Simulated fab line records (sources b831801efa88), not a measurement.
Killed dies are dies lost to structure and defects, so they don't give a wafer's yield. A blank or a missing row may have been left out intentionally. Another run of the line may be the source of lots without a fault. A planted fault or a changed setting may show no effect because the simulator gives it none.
Matching of chambers / flow sky130 / SKY_LI_CONTACT_CMP_24 on cmp-01 has 4 sister chambers
The step polishes, stops on PSG, t overpolish 20 s, target thk 0 nm. 4 wafers are shown with their chamber, then 8 later ones without.

== WAFERS WITH THEIR CHAMBER ==
wafer=L092.5; chamber=2; motor_current_A (A)=12.4
wafer=L093.1; chamber=0; motor_current_A (A)=11.9
wafer=L093.5; chamber=3; motor_current_A (A)=10.9
wafer=L094.1; chamber=1; motor_current_A (A)=11.0

== WAFERS MISSING THEIR CHAMBER ==
wafer=L094.3; motor_current_A (A)=13.0
wafer=L094.6; motor_current_A (A)=11.6
wafer=L095.1; motor_current_A (A)=10.4
wafer=L095.3; motor_current_A (A)=13.1
wafer=L095.5; motor_current_A (A)=11.0
wafer=L096.2; motor_current_A (A)=10.5
wafer=L096.4; motor_current_A (A)=12.9
wafer=L096.6; motor_current_A (A)=11.7

== WHICH CHAMBER EACH WENT THROUGH ==
wafer=L094.3; from the rows above=can't be placed: 2 or 0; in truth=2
wafer=L094.6; from the rows above=can't be placed: 0 or 1 or 3 or 2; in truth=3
wafer=L095.1; from the rows above=can't be placed: 3 or 1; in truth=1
wafer=L095.3; from the rows above=can't be placed: 2 or 0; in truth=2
wafer=L095.5; from the rows above=can't be placed: 1 or 3 or 0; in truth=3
wafer=L096.2; from the rows above=can't be placed: 3 or 1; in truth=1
wafer=L096.4; from the rows above=can't be placed: 2 or 0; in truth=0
wafer=L096.6; from the rows above=can't be placed: 0 or 1 or 2 or 3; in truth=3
0 of 8 placed correctly. Unplaceable from these rows: 8, with the true chamber sitting among the candidates in 8. Number placed wrongly: 0.
How it was worked out, from the rows above alone: a wafer's distance from a chamber is the root of the sum, over the readings, of the square of ((its reading less the chamber's mean) divided by the reading's scatter). If the next closest chamber is less than 2 further off than the closest, the wafer can't be placed; otherwise it belongs to the closest. A chamber's mean is the mean of its shown wafers. The scatter: with one shown wafer a chamber, the root of the mean of the squares of how far each hidden wafer lies from its nearest shown one.
